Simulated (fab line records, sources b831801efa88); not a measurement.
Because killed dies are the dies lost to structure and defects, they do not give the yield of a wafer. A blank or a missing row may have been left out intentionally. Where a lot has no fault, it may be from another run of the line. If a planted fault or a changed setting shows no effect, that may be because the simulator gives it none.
Which tool did it? | flow sky130 | 12 lots, 36 wafers sampled, at 5 steps of a route of 708

== WHAT THE GAUGES READ, wafer by wafer ==
SKY_LOCAL_INTERCONNECT_OVL_MEAS_12.
lot  | measured     | on         | LOCAL_INTERCONNECT_OVL (nm)
L792 | day 32 10:04 | overlay-01 | 1 -1 6
L794 | day 32 20:08 | overlay-02 | 1 6 12
L795 | day 33 00:52 | overlay-01 | -1 8 4
L797 | day 33 02:16 | overlay-01 | 1 3 4
L800 | day 33 04:05 | overlay-01 | 5 2 -1
L801 | day 33 08:56 | overlay-01 | -5 -4 0
L802 | day 33 09:17 | overlay-01 | -6 -14 -1
L804 | day 38 15:17 | overlay-01 | -9 -3 5
L809 | day 39 03:40 | overlay-02 | 2 6 -2
L811 | day 39 10:44 | overlay-02 | -3 -5 -2
L813 | day 39 11:44 | overlay-02 | -2 -9 -6
L812 | day 39 13:16 | overlay-01 | 6 7 7

SKY_VIA1_CD_MEAS_12: target cd 150 nm.
lot  | measured     | on        | cd-nm (nm)
L792 | day 35 23:04 | cd-sem-02 | 149.0 148.9 150.3
L794 | day 36 10:41 | cd-sem-01 | 149.1 152.0 150.9
L795 | day 36 13:56 | cd-sem-01 | 149.7 149.8 149.5
L797 | day 36 15:32 | cd-sem-02 | 152.1 150.1 150.2
L800 | day 36 17:58 | cd-sem-02 | 149.6 148.0 149.1
L801 | day 36 21:58 | cd-sem-01 | 150.1 149.8 151.9
L802 | day 36 22:16 | cd-sem-02 | 152.2 152.7 153.9
L804 | day 42 00:08 | cd-sem-01 | 149.1 147.9 148.9
L809 | day 42 13:19 | cd-sem-01 | 149.0 148.7 148.8
L811 | day 42 20:25 | cd-sem-02 | 150.0 146.8 149.1
L813 | day 42 21:37 | cd-sem-02 | 150.5 149.4 150.4
L812 | day 42 22:30 | cd-sem-02 | 149.2 149.3 149.3

SKY_VIA1_RS_MEAS_22: the measuring method here is four-point-probe.
lot  | measured     | on            | VIA1_W_RS (ohm/sq)
L792 | day 36 00:04 | film-metro-02 | 0.438 0.428 0.429
L794 | day 36 11:41 | film-metro-04 | 0.433 0.429 0.432
L795 | day 36 14:56 | film-metro-03 | 0.432 0.433 0.435
L797 | day 36 16:32 | film-metro-02 | 0.432 0.428 0.460
L800 | day 36 18:58 | film-metro-04 | 0.429 0.474 0.429
L801 | day 36 22:58 | film-metro-04 | 0.425 0.426 0.429
L802 | day 36 23:16 | film-metro-02 | 0.430 0.430 0.464
L804 | day 42 01:08 | film-metro-04 | 0.426 0.428 0.425
L809 | day 42 14:19 | film-metro-02 | 0.433 0.433 0.432
L811 | day 42 21:25 | film-metro-03 | 0.423 0.427 0.417
L813 | day 42 22:40 | film-metro-02 | 0.426 0.431 0.432
L812 | day 42 23:30 | film-metro-02 | 0.427 0.422 0.422

SKY_VIA1_THK_MEAS_23: measures by xrf.
lot  | measured     | on            | VIA1_W_THK (nm)
L792 | day 36 00:10 | film-metro-02 | 258.5 263.3 261.9
L794 | day 36 11:47 | film-metro-04 | 264.0 265.8 264.5
L795 | day 36 15:03 | film-metro-03 | 261.5 259.3 258.2
L797 | day 36 16:38 | film-metro-02 | 261.0 263.1 245.8
L800 | day 36 19:05 | film-metro-04 | 265.1 241.0 264.8
L801 | day 36 23:04 | film-metro-04 | 269.7 267.5 265.5
L802 | day 36 23:22 | film-metro-02 | 263.3 261.2 243.6
L804 | day 42 01:15 | film-metro-04 | 265.0 261.5 265.4
L809 | day 42 14:26 | film-metro-02 | 259.4 259.4 259.9
L811 | day 42 21:30 | film-metro-03 | 267.2 264.9 271.4
L813 | day 42 22:47 | film-metro-02 | 263.5 260.5 261.1
L812 | day 42 23:37 | film-metro-02 | 262.0 267.6 265.6

== WHICH TOOL RAN EACH LOT (tool, then ch and the chambers of the sampled wafers, then the start) ==
lot  | SKY_VIA1_CVD_21
L792 | cvd-w-01 ch 0, day 35 23:57
L794 | cvd-w-01 ch 0,1, day 36 11:34
L795 | cvd-w-02 ch 0,1, day 36 14:50
L797 | cvd-w-02 ch 0,1, day 36 16:25
L800 | cvd-w-02 ch 0,1, day 36 18:52
L801 | cvd-w-01 ch 0, day 36 22:51
L802 | cvd-w-02 ch 0,1, day 36 23:09
L804 | cvd-w-02 ch 0,1, day 42 01:02
L809 | cvd-w-01 ch 0,1, day 42 14:13
L811 | cvd-w-02 ch 0,1, day 42 21:17
L813 | cvd-w-02 ch 0,1, day 42 22:35
L812 | cvd-w-02 ch 0,1, day 42 23:24
- SKY_VIA1_CVD_21: deposits W, target thk 270 nm, time 80.902 s.

== WHAT THE TOOLS THEMSELVES READ (means of the sampled wafers that have a number; where no wafer has one, the mark that the record gives instead) ==
SKY_VIA1_CVD_21.
lot  | tool     | heater-power-w (W)
L792 | cvd-w-01 | 962
L794 | cvd-w-01 | 880
L795 | cvd-w-02 | 890
L797 | cvd-w-02 | 890
L800 | cvd-w-02 | 899
L801 | cvd-w-01 | 978
L802 | cvd-w-02 | 883
L804 | cvd-w-02 | 841
L809 | cvd-w-01 | 888
L811 | cvd-w-02 | 837
L813 | cvd-w-02 | 851
L812 | cvd-w-02 | 846

== THE ANSWER, worked out from the rows above alone ==
Rule: usual is defined by the lots themselves. The widest of any qualifying gaps counts: lots, ordered by their means at a reading, are off when they make up no more than a third of the lots, leave a main group of 4 or more, and stand apart from it by 3 or more times the standard deviation of that group's means. A main group whose means are all the same, to the digits that the tables above print for the reading, isn't used. A lot without any number at a reading at which 4 lots or more have one is off too. The other lots that the step has rows for count as sound. After the gauges, taken in route order, come the tools' own readings; for these a lot's mean is taken, as printed above. At the first step where some lot is off, the reading lying furthest off is the one used; lots without a number count as furthest.
No lot is off on any of the readings shown, so nothing can be concluded from this.

== WHAT HAD BEEN PUT IN BY THE SIMULATOR ==
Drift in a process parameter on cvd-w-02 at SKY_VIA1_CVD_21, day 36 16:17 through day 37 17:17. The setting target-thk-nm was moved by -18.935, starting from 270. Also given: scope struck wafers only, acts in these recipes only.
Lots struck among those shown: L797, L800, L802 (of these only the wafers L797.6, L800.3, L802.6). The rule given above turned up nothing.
